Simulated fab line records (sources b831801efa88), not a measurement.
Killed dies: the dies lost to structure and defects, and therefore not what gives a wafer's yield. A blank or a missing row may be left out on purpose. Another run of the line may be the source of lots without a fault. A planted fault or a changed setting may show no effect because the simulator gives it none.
A struck lot beside a sound one | flow sky130 | 15 out of 708 route steps
Sound: the wafers L944.4, L944.5, L944.6. Wafers L958.3, L958.4, L958.5 were the ones struck. Last of all comes the cause.
At each step with rows: each side's tool, then ch and its chambers, then its first start. Under that, the readings that differ: sound wafers | struck wafers | difference of the means | sigmas: that difference in standard deviations of wafers without a fault.
alike: same words and numbers on both sides, and readings whose means sit less than 2 such deviations apart. not compared: any withheld reading, any reading some wafer has no value for, any bound like >300 that may hide the same value, and any number with overlapping values for which the record gives no deviation.
Wherever a step has rows on one side only, a row that says differs or no value, or a row with sigmas, the two part there. When numbers do not overlap yet have no deviation, they are printed without sigmas and do not part them. A reading missing from all wafers of one side parts the sides only when that side holds two or more wafers.

first, 4 steps without rows for these wafers: SKY_RES_XHIGH_EXPOSE_04 (exposes mask URPM, target cd 1270 nm); SKY_RES_XHIGH_PEB_05; SKY_RES_XHIGH_DEVELOP_06 (develop time 60 s); SKY_RES_XHIGH_IMPLANT_07.
SKY_RES_XHIGH_STRIP_08: strips in O2/N2.
  sound on plasmaAsher-04 ch 0,1, day 27 09:00; struck on plasmaAsher-02 ch 0,1, day 31 18:33
  alike: drypumpMotorCurrentA, oesProductAu, stripTimeToEndpointS
  not compared: rfHoursCounterH
SKY_RES_XHIGH_TW_MEAS_09:
  struck on filmMetro-03, day 31 18:38; sound on filmMetro-01, day 27 09:06
  alike: RES_XHIGH_TW
then, 6 steps without rows for these wafers: SKY_SD_N_DEHYDRATE_00 (time 60 s); SKY_SD_N_HMDS_01 (prime time 60 s); SKY_SD_N_COAT_02 (resist thk 1140 nm); SKY_SD_N_SOFTBAKE_03 (time 60 s); SKY_SD_N_EXPOSE_04 (exposes mask NSDM, target cd 380 nm); SKY_SD_N_PEB_05.
SKY_SD_N_DEVELOP_06: develop time 60 s.
  sound on lithoTrack-03 ch 0, day 28 14:14; struck on lithoTrack-03 ch 0, day 32 22:25
SKY_SD_N_CD_MEAS_07 targets a cd of 380 nm.
  struck on cdSem-02, day 32 22:34; sound on cdSem-02, day 28 14:23
reading   | sound             | struck            | difference | sigmas
cdNm (nm) | 378.9 379.6 378.2 | 403.1 400.0 402.6 | +23.0      | +9
SKY_SD_N_OVL_MEAS_08:
  struck on overlay-01, day 32 22:39; sound on overlay-02, day 28 14:28
  alike: SD_N_OVL

WHERE THEY PART
Only at SKY_SD_N_CD_MEAS_07, as far as this record shows. Later steps at which nothing parts them and some readings are alike: SKY_SD_N_OVL_MEAS_08.

WHY: the cause the simulator had injected
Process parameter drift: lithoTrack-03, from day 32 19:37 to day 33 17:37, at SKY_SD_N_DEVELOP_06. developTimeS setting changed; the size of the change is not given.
